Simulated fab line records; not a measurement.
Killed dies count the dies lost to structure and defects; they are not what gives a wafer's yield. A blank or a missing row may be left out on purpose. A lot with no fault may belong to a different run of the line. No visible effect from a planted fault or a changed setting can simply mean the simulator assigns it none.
Code-filled problem report in 8D (eight disciplines) form + flow sky130 + the parts of the form that need people (team, actions taken, sign-off) are left out

1. WHAT IS WRONG
Wafers without a fault read 0.855 a.u., standard deviation 0.0045; oes-product-au at SKY_VIA2_ETCH_14 reads a mean of 0.778 a.u. on 6 wafers belonging to 2 lots. That is -17 standard deviations from the usual mean.
The step: etches BARC in N2/H2, stops on SiO2, time 45.9 s, target depth 60 nm.
First seen on wafer L584.3, day 39 05:47, on rie-diel-03. The record holds 42 wafers of 14 lots with a number at this step. Rule for "out", or "out of limits": more than 4 standard deviations from the usual mean. The other wafers with a number count as sound.

2. WHAT IT IS, WHAT IT ISN'T
| question                    | is                     | is not                                                                                                         |
|-----------------------------|------------------------|----------------------------------------------------------------------------------------------------------------|
| which readings at this step | oes-product-au         | drypump-motor-current-A                                                                                        |
| which lots                  | L584, L586             | L575, L576, L577, L579, L590, L591, L592, L593, L594, L595, L596, L597                                         |
| which wafers of those lots  | all that have a number | -                                                                                                              |
| read on which tools         | rie-diel-03            | rie-diel-02, rie-diel-04                                                                                       |
| when                        | from day 39 05:47      | up to then (12 sound wafers); but 24 sound wafers of L590, L591, L592, L593, L594, L595, L596, L597 came after |

3. SUSPECTS, AND WHAT RULES EACH OUT
Counting: a tool at any process step up to the reading remains a suspect when it ran all the lots that are out and ran no sound lot after the first of those.
- plasma-asher-01 at SKY_METAL1_STRIP_20 (strips in O2/N2): ruled out as a lasting fault. After its first lot that is out, L584 (day 35 21:08), sound lots L591, L594, L597 ran on it.
- rie-diel-03 at SKY_VIA2_ETCH_14 (etches BARC in N2/H2, stops on SiO2, time 45.9 s, target depth 60 nm): ruled out as a lasting fault. After its first lot that is out, L584 (day 39 05:47), sound lots L592, L593, L595, L597 ran on it.
Left after counting: nothing in the record.

4. THE CAUSE (what the simulator had put in)
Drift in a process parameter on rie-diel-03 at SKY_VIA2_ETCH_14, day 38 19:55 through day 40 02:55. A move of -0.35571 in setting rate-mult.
Counting ruled it out, wrongly.

5. THE CHAIN OF EFFECTS, in route order
Each row: a reading whose mean over the struck wafers that have a number lies more than 3 standard deviations from the usual. Only readings for which the record gives a usual standard deviation are gone through. hours: the time from each lot's start at the first step in this table that gives one to its start at this step, as a median over the lots. sigmas: the change in usual standard deviations.
| hours | step              | reading                  | usual      | on struck wafers | change | sigmas |
|-------|-------------------|--------------------------|------------|------------------|--------|--------|
| 0     | SKY_VIA2_ETCH_14  | oes-product-au           | 0.855 a.u. | 0.778            | -0.077 | -17    |
| 0     | SKY_VIA2_ETCH_15  | oes-product-au           | 0.939 a.u. | 0.513            | -0.426 | -87    |
| 0     | SKY_VIA2_STRIP_16 | strip-time-to-endpoint-s | 4.047 s    | 4.215            | +0.168 | +8.0   |
The process steps in it:
- SKY_VIA2_ETCH_14: etches BARC in N2/H2, stops on SiO2, time 45.9 s, target depth 60 nm.
- SKY_VIA2_ETCH_15: etches SiO2 in C4F8/O2/Ar, stops on TiN, target depth 546 nm, time 84 s.
- SKY_VIA2_STRIP_16: strips in O2/N2.

6. WHAT WOULD HAVE CAUGHT IT SOONER
First out-of-limits reading in this record: day 39 05:47, which is 10 hours after fault onset at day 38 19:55.
